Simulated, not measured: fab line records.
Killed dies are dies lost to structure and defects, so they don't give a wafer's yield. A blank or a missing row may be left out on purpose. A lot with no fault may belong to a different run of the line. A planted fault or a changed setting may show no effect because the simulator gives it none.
Comparing a struck lot with a sound one + flow sky130 + 36 steps out of a route of 708
Sound: wafers L846.1, L846.2, L846.6. Wafers L834.1, L834.4, L834.6 were the ones struck. The cause is named last.
Each step with rows lists, per side, the tool, then ch with its chambers, then its first start. Under that, the readings that differ: sound wafers + struck wafers + difference of the means + sigmas: that difference in standard deviations of wafers without a fault.
alike: words and numbers the same on both sides, and readings whose means are apart by under 2 such deviations; not compared: readings that were withheld, readings missing a value for some wafer, numbers with overlapping values and no deviation given by the record, and bounds like >300 which may hide the same value.
Wherever a step has rows on one side only, a row that says differs or no value, or a row with sigmas, the two part there. Numbers that have no deviation but don't overlap get no sigmas and don't part them. A reading that every wafer of one side lacks parts them only if that side has two wafers or more.

first, 10 steps without rows for these wafers: SKY_POLY_CUT_ETCH_10 (etches BARC in N2/H2, stops on SiO2, time 45.9 s, target depth 60 nm); SKY_POLY_CUT_ETCH_11 (etches Si3N4 in CF4/CH2F2/Ar, stops on poly-Si, time 42.5 s, target depth 60 nm); SKY_POLY_CUT_STRIP_12 (strips in O2/N2); SKY_SD_P_DEHYDRATE_00 (time 60 s); SKY_SD_P_HMDS_01 (prime time 60 s); SKY_SD_P_COAT_02 (resist thk 1140 nm); SKY_SD_P_SOFTBAKE_03 (time 60 s); SKY_SD_P_EXPOSE_04 (exposes mask PSDM, target cd 380 nm); SKY_SD_P_PEB_05; SKY_SD_P_DEVELOP_06 (develop time 60 s).
SKY_SD_P_IMPLANT_09:
  sound on implanter-04 ch 0, day 32 11:02; struck on implanter-02 ch 0, day 28 09:43
| reading       | sound                          | struck                           | difference  | sigmas      |
|---------------|--------------------------------|----------------------------------|-------------|-------------|
| beam-on-s (s) | 13.8 14.1 14.1                 | 10.1 10.1 9.4                    | -4.1        | -11         |
| dose-ions-cm2 | 2.998e+15 2.9953e+15 2.999e+15 | 1.9953e+15 1.9919e+15 1.9963e+15 | -1.0029e+15 | -99 or more |
  alike: faraday-current-uA
SKY_SD_P_STRIP_10: strips in O2/N2.
  sound on plasma-asher-02 ch 0,1, day 32 11:11; struck on plasma-asher-04 ch 0, day 28 09:52
| reading                      | sound             | struck            | difference | sigmas |
|------------------------------|-------------------|-------------------|------------|--------|
| oes-product-au (a.u.)        | 0.614 0.626 0.617 | 0.640 0.634 0.630 | +0.016     | +3     |
| strip-time-to-endpoint-s (s) | 17.49 17.49 17.52 | 16.74 16.78 16.76 | -0.74      | -18    |
  alike: drypump-motor-current-A, n2-flow-sccm
  not compared: rf-hours-counter-h
SKY_SD_P_TW_MEAS_11:
  sound on film-metro-01, day 32 11:17; struck on film-metro-03, day 28 09:58
| reading | sound          | struck         | difference | sigmas |
|---------|----------------|----------------|------------|--------|
| SD_P_TW | 2827 2849 2835 | 2578 2585 2590 | -253       | -16    |
then, 21 steps without rows for these wafers: SKY_RES_XHIGH_DEHYDRATE_00 (time 60 s); SKY_RES_XHIGH_HMDS_01 (prime time 60 s); SKY_RES_XHIGH_COAT_02 (resist thk 1140 nm); SKY_RES_XHIGH_SOFTBAKE_03 (time 60 s); SKY_RES_XHIGH_EXPOSE_04 (exposes mask URPM, target cd 1270 nm); SKY_RES_XHIGH_PEB_05; SKY_RES_XHIGH_DEVELOP_06 (develop time 60 s); SKY_RES_XHIGH_IMPLANT_07; SKY_RES_XHIGH_STRIP_08 (strips in O2/N2); SKY_SD_N_DEHYDRATE_00 (time 60 s); SKY_SD_N_HMDS_01 (prime time 60 s); SKY_SD_N_COAT_02 (resist thk 1140 nm); SKY_SD_N_SOFTBAKE_03 (time 60 s); SKY_SD_N_EXPOSE_04 (exposes mask NSDM, target cd 380 nm); SKY_SD_N_PEB_05; SKY_SD_N_DEVELOP_06 (develop time 60 s); SKY_SD_N_IMPLANT_09; SKY_SD_N_IMPLANT_10; SKY_SD_N_STRIP_11 (strips in O2/N2); SKY_SD_N_CLEAN_13 (cleans in SC1/SC2, time 150 s); SKY_SD_N_RTA_14 (time 2 s).
-- the record jumps here: 2 days lie between the struck wafers' starts before and after --
SKY_SD_N_RS_MEAS_17: the measuring method here is four-point-probe.
  sound on film-metro-03, day 34 18:14; struck on film-metro-01, day 30 18:43
| reading          | sound             | struck            | difference | sigmas |
|------------------|-------------------|-------------------|------------|--------|
| SD_P_RS (ohm/sq) | 146.9 147.0 147.2 | 154.0 153.9 154.3 | +7.0       | +20    |
-- record jumps: 17 days separate the struck wafers' starts on either side; left off in module SD_N, taken up again in module PAD_OPEN, whose first shown step is the route's number 708 --
SKY_PAD_OPEN_PROBE_99:
  sound on prober-01, day 50 11:03; struck on prober-01, day 47 22:32
| reading                                | sound             | struck            | difference | sigmas |
|----------------------------------------|-------------------|-------------------|------------|--------|
| model.etest.licon-high-po.rc-ohm       | 335 338.7 343.1   | 679.5 673.5 651.5 | +329.2     |        |
| model.etest.res-high-po.line-ohm-um    | 734.1 728.6 741.3 | 1067 1082 1050    | +332       |        |
| model.etest.res-pdiff.line-ohm-um      | 1356 1367 1395    | 1542 1572 1551    | +182       |        |
| model.etest.pfet_01v8.r-on-ohm-um      | 2801 2934 2924    | 3081 3076 3110    | +203       |        |
| model.etest.pfet-g5v0d10v5.r-on-ohm-um | 4761 4838 4805    | 4889 4855 4921    | +87        |        |
| model.etest.res-high-po.rs-ohm-sq      | 251.3 257.3 258.9 | 366.9 368.5 362.4 | +110.1     |        |
| model.etest.licon-pdiff.rc-ohm         | 561.5 573.2 556   | 667.5 662.4 633.4 | +90.9      |        |
| model.etest.res-pdiff-hv.rs-ohm-sq     | 189.5 191.7 190.7 | 215.2 215 215.5   | +24.6      |        |
  alike: killed_at_M0_to_M3, killed_at_M4_up, killed-at-contacts, killed-at-front-end, killed-at-other, killed-dies, killed-open, killed-short

## WHERE THEY PART
Earliest at SKY_SD_P_IMPLANT_09; latest, in this record, at SKY_SD_N_RS_MEAS_17. Later steps at which nothing parts them and some readings are alike: SKY_PAD_OPEN_PROBE_99.

WHY: the cause the simulator had injected
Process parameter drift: implanter-02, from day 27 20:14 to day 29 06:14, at SKY_SD_P_IMPLANT_09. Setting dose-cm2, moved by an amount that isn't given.
